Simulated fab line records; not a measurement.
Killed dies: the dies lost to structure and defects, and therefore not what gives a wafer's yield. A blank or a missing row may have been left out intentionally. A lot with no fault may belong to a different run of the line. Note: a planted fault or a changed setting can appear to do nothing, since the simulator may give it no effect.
2 desks looking at one fault -- flow sky130 -- every desk sees just its own numbers, and what lay behind them comes last

THE METROLOGY DESK
What the gauges read, lot by lot, whatever tool the lot ran on: means of the sampled wafers that have a number. If a lot's mean is further than 4 standard deviations from the usual mean, the lot is out of limits and carries the mark OUT (the distance appears in the brackets).
Columns: A = LDD_N_OVL at SKY_LDD_N_OVL_MEAS_07, usual -0.1 nm
lot,first seen here,A
L715,day 18 07:35,-1.0
L723,day 21 17:05,-0.9
L724,day 21 19:16,1.4
L726,day 22 16:50,-0.3
L732,day 24 18:14,-0.0
L734,day 25 06:39,-0.0
L735,day 25 14:29,0.9
This desk's finding: nothing out of limits on any of the 7 lots.

DESK OF THE TOOL OWNER: implanter-01
For each lot that ran on this tool, the mean over its sampled wafers that have a number, from the tool's own readings at SKY_LDD_N_IMPLANT_13. If a lot's mean is further than 4 standard deviations from the usual mean, the lot is out of limits and carries the mark OUT (the distance appears in the brackets).
Columns: A = rotation deg at SKY_LDD_N_IMPLANT_13, usual 90.002 degrees
lot,first seen here,A
L715,day 18 08:23,89.979
L723,day 21 17:54,219.893 (+99 or more) OUT
L724,day 21 20:06,219.903 (+99 or more) OUT
L726,day 22 17:37,219.880 (+99 or more) OUT
L734,day 25 07:28,89.995
This desk's finding: out of limits on L723, L724, L726; first on L723, day 21 17:54 (rotation deg at SKY_LDD_N_IMPLANT_13). L715, L734 stayed within limits.

TAKEN TOGETHER
The tool owner's desk had the chance to raise an alarm at day 21 17:54 on L723, L724, L726.
Metrology desk: nothing out of limits seen.
The metrology desk has L723, L724, L726 on record, within its limits.
SKY_LDD_N_IMPLANT_13 was run on implanter-01 by each of the lots named.

WHAT THE SIMULATOR PUT IN
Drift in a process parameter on implanter-01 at SKY_LDD_N_IMPLANT_13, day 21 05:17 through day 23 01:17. From 90, the setting rotation deg moved by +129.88. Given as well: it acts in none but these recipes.
Lots struck among those shown: L723, L724, L726.
Hours from the fault's start to each desk's first reading out of limits: the tool owner's desk, 13.
